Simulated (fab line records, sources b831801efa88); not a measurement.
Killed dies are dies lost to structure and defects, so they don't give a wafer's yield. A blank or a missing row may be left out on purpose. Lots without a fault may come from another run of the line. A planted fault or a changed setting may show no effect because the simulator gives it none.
fab line records | flow sky130
record lots=6 wafers=18 last_day=49
route steps=708 shown VIA1@471 METAL2@483
lots that met no fault: from a run of the same line without faults
start_h: hours from the record's first day to the start of the lot's first wafer shown | wait_h: hours since the lot's step before | " the same as in the row above | L1.1+2: a row that stands for several wafers | - no value, or no start given | * or withheld: withheld | < > ~ a bound
route shown NAME@n: a module of which the file shows steps, and the number in the route of the first | usual: mean/standard deviation of fault-free wafers | same: alike in all rows | chamber/n: place in a boat | sites: the reading at each site | _std_site: their standard deviation | _edge_site: outer sites' mean less inner sites' | radius_mm: how far each site lies from the wafer's centre | mask NAME#n: copy n | behind: the tool/chamber that last shaped the wafer | hold: why the lot was held/for how many hours/how that ended | device: the transistor (n, p or np) that didn't switch | end of line: the same wafers' tests at the end of the route | a step without rows: its recipe alone | killed: dies lost to structure and defects at the first sort, not the wafer's yield | map: a wafer's dies, x killed, . not, _ none there
set.NAME: the setting as run; set.NAME@STEP: as run at that earlier step | model.NAME: the simulator's own value behind a step, which no gauge read
lots at some steps of the route; a table a step, a row a wafer
services: from which hour (start_h, from the record's first day; less than 0 if before it) a tool's chamber was out of use, for how many hours, and why
## steps
# step SKY_VIA1_OVL_MEAS_13
# usual VIA1_OVL=-2/4.1
# columns lot.wafer tool chamber start_h wait_h VIA1_OVL[nm]
L739.3 overlay-01 - 824.13 0.1 -2
L739.4 " - " " -3
L739.6 " - " " 8
L740.1 overlay-01 - 826.47 0.1 -8
L740.5 " - " " -7
L740.6 " - " " -12
L742.4 overlay-01 - 846.54 0.1 -5
L742.5 " - " " -2
L742.6 " - " " -4
L745.2 overlay-02 - 856.32 0.1 -5
L745.3 " - " " 0
L745.5 " - " " 0
L746.1 overlay-01 - 869.22 0.1 -5
L746.3 " - " " -3
L746.6 " - " " -2
L754.2 overlay-01 - 934.88 0.1 -8
L754.3 " - " " -3
L754.4 " - " " -2
# step SKY_VIA1_ETCH_14
# recipe chemistry=N2/H2 target=BARC ion_energy_ev=200 source_w=500 bias_w=100 pressure_mtorr=30 n2_flow_sccm=100 h2_flow_sccm=200 stop_on=SiO2 time_s=45.9 target_depth_a=600
# usual drypump_motor_current_A=5.6/0.33 n2_flow_sccm=100.01/0.29 oes_product_au=0.854/0.0051 throttle_valve_pct=13.225/0.0094
# columns lot.wafer tool chamber start_h wait_h drypump_motor_current_A n2_flow_sccm oes_product_au rf_hours_counter_h throttle_valve_pct
L739.3 rie_diel-02 2 824.15 0.0 6.0 99.90 0.851 3 13.212
L739.4 " 3 " " 5.6 99.97 0.858 11 13.223
L739.6 " 2 " " 6.0 99.91 0.859 - 13.218
L740.1 rie_diel-03 1 826.50 0.0 5.6 99.56 0.852 3 13.220
L740.5 " 0 " " 5.1 99.95 0.849 - 13.214
L740.6 " 3 " " 5.0 99.92 0.849 - 13.232
L742.4 rie_diel-02 2 846.56 0.0 6.0 99.97 0.861 3 13.225
L742.5 " 1 " " 5.7 100.07 0.853 - 13.218
L742.6 " 0 " " 6.0 100.09 0.852 - 13.199
L745.2 rie_diel-03 2 856.35 0.0 5.6 100.00 0.846 10 13.236
L745.3 " 0 " " 5.1 99.88 0.850 11 13.232
L745.5 " 0 " " 5.1 99.41 0.859 - 13.230
L746.1 rie_diel-01 3 869.25 0.0 5.5 100.30 0.852 16 13.209
L746.3 " 0 " " 5.8 99.85 0.844 23 13.240
L746.6 " 1 " " 5.5 100.19 0.860 - 13.226
L754.2 rie_diel-01 2 934.91 0.0 6.2 99.89 0.844 10 13.225
L754.3 " 1 " " 5.5 100.63 0.850 18 13.225
L754.4 " 3 " " 5.5 99.75 0.857 18 13.228
# step SKY_VIA1_ETCH_15
# recipe target=SiO2 chemistry=C4F8/O2/Ar target_depth_nm=351 stop_on=TiN mask_material=KrF-thick source_w=1500 bias_w=1200 pressure_mtorr=40 c4f8_flow_sccm=withheld O2_flow_sccm=6 Ar_flow_sccm=300 time_s=54
# usual oes_product_au=0.982/0.0052
# columns lot.wafer tool chamber start_h wait_h oes_product_au rf_hours_counter_h
L739.3 rie_diel-02 2 824.19 0.0 0.982 3
L739.4 " 3 " " 0.984 11
L739.6 " 2 " " 0.983 -
L740.1 rie_diel-03 1 826.54 0.0 0.976 3
L740.5 " 0 " " 0.984 -
L740.6 " 3 " " 0.983 -
L742.4 rie_diel-02 2 846.60 0.0 0.988 4
L742.5 " 1 " " 0.985 -
L742.6 " 0 " " 0.978 -
L745.2 rie_diel-03 2 856.39 0.0 0.979 10
L745.3 " 0 " " 0.983 11
L745.5 " 0 " " 0.980 -
L746.1 rie_diel-01 3 869.29 0.0 0.988 16
L746.3 " 0 " " 0.978 23
L746.6 " 1 " " 0.978 -
L754.2 rie_diel-01 2 934.95 0.0 0.986 10
L754.3 " 1 " " 0.980 18
L754.4 " 3 " " 0.979 18
# step SKY_VIA1_STRIP_16
# recipe chemistry=O2/N2 power_w=1400 pressure_mtorr=1500 platen_temp_c=withheld o2_flow_sccm=3000 n2_flow_sccm=300 overash_fraction=0.5
# step SKY_VIA1_STRIP_17
# recipe chemistry=post_etch_residue_remover time_s=1200 temp_c=72.5
# step SKY_VIA1_CLEAN_18
# recipe chemistry=IPA time_s=180 temp_c=25
# step SKY_VIA1_CLEAN_19
# recipe chemistry=O3/DIW dry=n2_spin
# step SKY_VIA1_SPUTTER_20
# recipe material=TiN target_thk_nm=20 chamber_pressure_pa=5 power_w=4000 time_s=80
# usual cathode_dc_power_W=3999.9/0.74 chamber_pressure_pa=5.001/0.011 throttle_valve_pct=30.0/1
# columns lot.wafer tool chamber start_h wait_h cathode_dc_power_W chamber_pressure_pa throttle_valve_pct
L739.3 pvd_sputter-04 - 824.83 0.0 4000.6 4.982 29.0
L739.4 " - " " 3999.7 5.000 31.0
L739.6 " - " " 3999.2 5.013 31.1
L740.1 pvd_sputter-01 - 827.18 0.0 3999.1 4.985 30.4
L740.5 " - " " 4000.9 4.998 30.4
L740.6 " - " " 3998.6 4.994 29.8
L742.4 pvd_sputter-01 - 847.27 0.0 4000.9 4.992 30.1
L742.5 " - " " 3999.8 5.013 30.5
L742.6 " - " " 3998.8 4.998 30.4
L745.2 pvd_sputter-01 - 857.03 0.0 4001.0 4.992 30.4
L745.3 " - " " 3999.5 5.002 30.4
L745.5 " - " " 3999.4 4.991 30.8
L746.1 pvd_sputter-04 - 869.93 0.0 3998.3 5.000 30.8
L746.3 " - " " 3999.6 4.985 29.0
L746.6 " - " " 4000.6 4.999 28.0
L754.2 pvd_sputter-01 - 935.73 0.0 4000.9 5.007 30.2
L754.3 " - " " 4000.3 4.990 30.7
L754.4 " - " " 3999.8 5.009 30.5
# step SKY_VIA1_CVD_21
# recipe material=W target_thk_nm=270 time_s=80.902 temp_c=400 pressure_torr=40
# usual heater_power_w=874/45
# columns lot.wafer tool chamber start_h wait_h heater_power_w
L739.3 cvd_w-02 1 824.92 0.1 829
L739.4 " 0 " " 918
L739.6 " 1 " " 846
L740.1 cvd_w-01 1 827.24 0.0 900
L740.5 " 0 " " 905
L740.6 " 1 " " 874
L742.4 cvd_w-01 0 847.33 0.0 877
L742.5 " 1 " " 904
L742.6 " 0 " " 863
L745.2 cvd_w-01 1 857.09 0.0 886
L745.3 " 0 " " 902
L745.5 " 0 " " 874
L746.1 cvd_w-02 0 869.99 0.0 913
L746.3 " 0 " " 932
L746.6 " 0 " " 933
L754.2 cvd_w-01 0 935.79 0.0 866
L754.3 " 1 " " 913
L754.4 " 0 " " 880
# step SKY_VIA1_RS_MEAS_22
# recipe thk_meas_gauge=four-point-probe reads=W_of_VIA1_CVD_21+TiN_of_VIA1_SPUTTER_20
# usual VIA1_W_RS=0.426/0.0051
# columns lot.wafer tool chamber start_h wait_h VIA1_W_RS[ohm/sq]
L739.3 film_metro-03 - 825.04 0.1 0.428
L739.4 " - " " 0.428
L739.6 " - " " 0.426
L740.1 film_metro-01 - 827.34 0.1 0.423
L740.5 " - " " 0.431
L740.6 " - " " 0.424
L742.4 film_metro-03 - 847.45 0.1 0.432
L742.5 " - " " 0.425
L742.6 " - " " 0.428
L745.2 film_metro-04 - 857.21 0.1 0.420
L745.3 " - " " 0.427
L745.5 " - " " 0.428
L746.1 film_metro-03 - 870.09 0.1 0.430
L746.3 " - " " 0.430
L746.6 " - " " 0.429
L754.2 film_metro-04 - 935.90 0.1 0.428
L754.3 " - " " 0.423
L754.4 " - " " 0.425
# step SKY_VIA1_THK_MEAS_23
# recipe thk_meas_gauge=xrf reads=W_of_VIA1_CVD_21
# usual VIA1_W_THK=279/4
# columns lot.wafer tool chamber start_h wait_h VIA1_W_THK[nm]
L739.3 film_metro-03 - 825.14 0.1 281
L739.4 " - " " 278
L739.6 " - " " 282
L740.1 film_metro-01 - 827.46 0.1 283
L740.5 " - " " 276
L740.6 " - " " 281
L742.4 film_metro-03 - 847.54 0.1 279
L742.5 " - " " 283
L742.6 " - " " 281
L745.2 film_metro-04 - 857.32 0.1 281
L745.3 " - " " 276
L745.5 " - " " 275
L746.1 film_metro-03 - 870.21 0.1 277
L746.3 " - " " 278
L746.6 " - " " 279
L754.2 film_metro-04 - 936.01 0.1 274
L754.3 " - " " 278
L754.4 " - " " 275
# step SKY_VIA1_CMP_24
# recipe stop_on=SiO2 t_overpolish_s=15 down_force_psi=3.5 platen_rpm=60 target_thk_nm=0 pad_velocity_m_s=0.94248
# usual motor_current_A=10.8/0.62 overpolish_run_s=15.000/0.0089 retaining_ring_pressure_frac=0.999/0.0047 time_to_endpoint_s=65.2/2.2
# columns lot.wafer tool chamber start_h wait_h motor_current_A overpolish_run_s retaining_ring_pressure_frac time_to_endpoint_s
L739.3 cmp-01 0 825.18 0.0 11.5 14.994 1.002 64.5
L739.4 " 2 " " 10.4 14.999 0.999 64.4
L739.6 " 0 " " 11.2 14.978 1.007 67.0
L740.1 cmp-01 2 827.57 0.1 10.7 14.982 0.998 66.5
L740.5 " 1 " " 11.4 14.993 0.999 64.0
L740.6 " 2 " " 10.5 15.015 0.992 68.0
L742.4 cmp-02 2 847.67 0.1 10.4 15.007 1.001 64.3
L742.6 " 0 " " 10.4 15.000 0.999 62.9
L742.5 " 1 " " 12.0 15.010 1.005 63.4
L745.2 cmp-02 3 857.37 0.0 10.4 15.001 1.001 64.3
L745.3 " 2 " " 10.2 15.002 0.995 65.5
L745.5 " 0 " " 11.0 15.002 1.004 65.0
L746.3 cmp-02 2 870.27 0.0 10.4 15.006 0.998 64.1
L746.1 " 1 " " 12.2 14.988 0.995 62.9
L746.6 " 3 " " 10.5 14.985 0.999 63.5
L754.4 cmp-01 3 936.15 0.1 10.4 15.010 0.993 63.5
L754.3 " 0 " " 10.9 14.995 0.996 64.0
L754.2 " 1 " " 10.8 15.015 0.998 61.7
# step SKY_METAL2_SPUTTER_00
# recipe material=Ti target_thk_nm=15 power_w=3000 time_s=10 chamber_pressure_pa=0.4
# usual cathode_dc_power_W=2999.9/0.55 chamber_pressure_pa=0.4000/0.00072 throttle_valve_pct=30.1/0.83
# columns lot.wafer tool chamber start_h wait_h cathode_dc_power_W chamber_pressure_pa throttle_valve_pct
L739.3 pvd_sputter-02 - 825.48 0.2 - - -
L739.4 " - " " - - -
L739.6 " - " " - - -
L740.1 pvd_sputter-03 - 827.82 0.2 - - -
L740.5 " - " " - - -
L740.6 " - " " - - -
L742.4 pvd_sputter-03 - 847.87 0.1 3000.2 0.4001 29.3
L742.5 " - " " 3000.5 0.4017 28.8
L742.6 " - " " 3001.1 0.4003 30.4
L745.2 pvd_sputter-03 - 857.67 0.2 2999.9 0.3994 31.5
L745.3 " - " " 2999.8 0.4005 30.5
L745.5 " - " " 2999.7 0.4009 29.3
L746.1 pvd_sputter-02 - 870.57 0.1 3000.2 0.4015 30.6
L746.3 " - " " 2999.8 0.3994 30.6
L746.6 " - " " 2999.4 0.4010 30.4
L754.2 pvd_sputter-02 - 936.40 0.1 2999.3 0.4009 30.3
L754.3 " - " " 2999.5 0.4007 29.2
L754.4 " - " " 2999.7 0.4004 30.7
# step SKY_METAL2_SPUTTER_01
# recipe material=TiN target_thk_nm=20 power_w=6500 time_s=16.7 chamber_pressure_pa=0.4
## services
# columns tool chamber start_h hours kind
cmp-01 - 800.70 3.1 repair
rie_diel-01 3 804.22 4.9 repair
cmp-02 - 805.14 1.0 repair
cmp-01 - 808.97 1.9 repair
pvd_sputter-02 - 812.79 4.9 repair
pvd_sputter-01 - 818.10 1.1 repair
cmp-02 - 820.91 2.7 repair
rie_diel-01 - 824.86 2.8 pm
cmp-01 - 829.99 4.0 pm
rie_diel-01 2 839.22 10.1 repair
cmp-01 - 842.75 0.4 repair
rie_diel-02 3 860.19 7.9 repair
rie_diel-02 - 862.02 28.1 pm
rie_diel-03 3 865.36 1.8 repair
cmp-01 - 873.79 9.9 pm
cmp-02 - 889.75 6.3 pm
rie_diel-02 3 896.18 27.6 repair
cmp-02 - 897.26 3.0 repair
rie_diel-01 3 897.86 6.3 repair
cmp-01 - 903.37 2.6 repair
cmp-02 - 905.59 1.4 repair
pvd_sputter-01 - 909.97 2.6 repair
rie_diel-03 - 910.67 0.5 repair
cvd_w-01 1 929.85 1.3 repair
## key
first_sign step=SKY_METAL2_SPUTTER_00 reading=tool_record direction=missing
effect none on later readings
met_at SKY_METAL2_SPUTTER_00
struck_wafers L739.3,L739.4,L739.6,L740.1,L740.5,L740.6
later_rows_left_out L739.3,L739.4,L739.6,L740.1,L740.5,L740.6
sort_left_out L739.3,L739.4,L739.6,L740.1,L740.5,L740.6
fault kind=skipped_step_whole tool=pvd_sputter-02,pvd_sputter-03 chamber=- onset_h=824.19 steps=SKY_METAL2_SPUTTER_00 scope=struck_lots_only
# sort_left_out: the simulated sort isn't trusted on such a fault, so these wafers' sort isn't shown, and their yield isn't known
# later_rows_left_out: the simulator's readings of these wafers behind a module that went badly wrong aren't trusted and aren't shown, but for the sort
